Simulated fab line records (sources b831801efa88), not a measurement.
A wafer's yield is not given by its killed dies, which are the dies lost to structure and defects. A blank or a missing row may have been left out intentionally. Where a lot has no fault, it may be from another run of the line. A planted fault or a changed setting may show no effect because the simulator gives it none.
Matching of chambers -- flow sky130 -- SKY_VIA1_CMP_24 on cmp-01: 3 sister chambers
The step polishes, stops on SiO2, t overpolish 15 s, target thk 0 nm. 6 wafers are shown with their chamber, then 7 later ones without.

## WAFERS, EACH WITH ITS CHAMBER
wafer,chamber,retainingRingPressureFrac,overpolishRunS (s)
L340.4,0,0.996,14.999
L340.6,1,1.001,15.002
L351.4,0,0.999,14.991
L351.6,2,0.992,15.010
L353.2,2,0.995,14.999
L353.5,1,1.014,15.009

## WAFERS MISSING THEIR CHAMBER
wafer,retainingRingPressureFrac,overpolishRunS (s)
L353.6,0.995,14.988
L354.1,1.005,14.992
L354.3,1.005,14.995
L354.4,1.000,15.010
L355.2,1.002,15.016
L355.4,0.999,15.007
L355.5,1.002,14.992

## EACH ONE'S CHAMBER
wafer,from the rows above,in truth
L353.6,can't be placed: 0 or 2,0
L354.1,can't be placed: 0 or 1 or 2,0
L354.3,can't be placed: 0 or 1 or 2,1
L354.4,can't be placed: 2 or 1 or 0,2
L355.2,can't be placed: 1 or 2 or 0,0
L355.4,can't be placed: 2 or 1 or 0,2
L355.5,can't be placed: 0 or 1 or 2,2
Placed correctly: 0 of 7. Can't be placed from these rows: 7 (the true chamber is among the candidates in 7). 0 placed wrongly.
How it was worked out, from the rows above alone: a wafer's distance from a chamber is the root of the sum, over the readings, of the square of ((its reading less the chamber's mean) divided by the reading's scatter). The wafer belongs to the nearest chamber; if the next one is less than 2 further off, it can't be placed. The mean given for a chamber averages the wafers shown for that chamber. The scatter is the square root of a quotient: the sum, over the shown wafers, of each reading's squared deviation from its chamber's mean, divided by wafers minus chambers.
